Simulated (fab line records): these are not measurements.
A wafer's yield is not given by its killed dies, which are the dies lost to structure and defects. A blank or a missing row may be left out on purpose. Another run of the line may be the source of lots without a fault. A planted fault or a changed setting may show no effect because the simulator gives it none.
A lot that was struck, set against a sound lot || flow sky130 || 16 out of 708 route steps
Sound: the wafers L872.1, L872.2, L872.5. The struck wafers were L879.1, L879.3, L879.6. At the end, the cause is stated.
Each step with rows lists, per side, the tool, then ch with its chambers, then its first start. Under that, the readings that differ: sound wafers || struck wafers || difference of the means || sigmas: that difference in standard deviations of wafers without a fault.
alike: a reading whose means differ by less than 2 such deviations, as well as words and numbers matching on both sides. not compared: withheld readings; readings where some wafer has no value; bounds like >300 that might hide an equal value; numbers whose values overlap and for which the record gives no deviation.
The two part at a step that has a row with sigmas, a row that says differs or no value, or rows on one side only. Numbers that don't overlap but have no deviation are shown without sigmas and don't part them. Lack of a reading on every wafer of one side parts them only where that side has two or more wafers.

SKY_CAP2M_THK_MEAS_01:
  sound on film_metro-03, day 41 07:58; struck on film_metro-01, day 44 08:44
  alike: CAP2M_CVD_00_THK
SKY_CAP2M_SPUTTER_02: material TiN, target thk 200 nm, time 166.7 s.
  sound on pvd_sputter-04, day 41 08:01; struck on pvd_sputter-02, day 44 08:47
  alike: throttle_valve_pct
SKY_CAP2M_RS_MEAS_03: uses a four-point probe to measure.
  sound on film_metro-04, day 41 08:08; struck on film_metro-04, day 44 08:54
  alike: CAP2M_TIN_RS
SKY_CAP2M_THK_MEAS_04: measures by xrf.
  sound on film_metro-04, day 41 08:15; struck on film_metro-04, day 44 09:01
  alike: CAP2M_TIN_THK
then, 7 steps without rows for these wafers: SKY_CAP2M_DEHYDRATE_05 (time 60 s); SKY_CAP2M_HMDS_06 (prime time 60 s); SKY_CAP2M_COAT_07 (resist thk 1140 nm); SKY_CAP2M_SOFTBAKE_08 (time 60 s); SKY_CAP2M_EXPOSE_09 (exposes mask CAP2M, target cd 1000 nm); SKY_CAP2M_PEB_10; SKY_CAP2M_DEVELOP_11 (develop time 60 s).
SKY_CAP2M_OVL_MEAS_12:
  sound on overlay-02, day 42 07:07; struck on overlay-01, day 45 06:28
  alike: CAP2M_OVL
SKY_CAP2M_METAL_ETCH_13: etches TiN in Cl2/BCl3, stops on SiO2, target depth 220 nm, time 62.9 s.
  sound on rie_metal-02 ch 0,1, day 42 07:10; struck on rie_metal-02 ch 1, day 45 06:31
  no value came back on the struck wafers for any of 7 readings (bcl3_flow_sccm (sccm), bias_w (W) and others); on the sound wafers bcl3_flow_sccm (sccm) reads 29.91 30.07 29.95
{"reading": "model.NOVOLAK_of_CAP2M_COAT_07.thk_nm (nm)", "sound": "987.2 985.4 987.9", "struck": "1138 1137 1135", "difference": "+150", "sigmas": ""}
  not compared: rf_hours_counter_h
SKY_CAP2M_STRIP_14: strips in O2/N2.
  sound on plasma_asher-03 ch 0,1, day 42 07:14; struck on plasma_asher-04 ch 1, day 45 06:40
{"reading": "strip_time_to_endpoint_s (s)", "sound": "12.58 12.58 12.59", "struck": "14.14 14.15 14.13", "difference": "+1.56", "sigmas": "+35"}
  alike: drypump_motor_current_A, oes_product_au
  not compared: rf_hours_counter_h
then, 1 step without rows for these wafers: SKY_CAP2M_STRIP_15 (strips in post etch residue remover, time 1200 s).
-- the record jumps here: 4 days lie between the struck wafers' starts before and after (it left off in module CAP2M and takes up again in module PAD_OPEN, whose first step shown is number 708 of the route) --
SKY_PAD_OPEN_PROBE_99:
  only the struck wafers here have rows in the record (prober-02, day 49 15:53); the sound ones have none

WHERE THEY PART
First at SKY_CAP2M_METAL_ETCH_13; last, within this record, at SKY_PAD_OPEN_PROBE_99.

WHY: the cause the simulator had injected
Skipped step whole: rie_metal-02, from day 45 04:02 on, at SKY_CAP2M_METAL_ETCH_13. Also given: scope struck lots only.
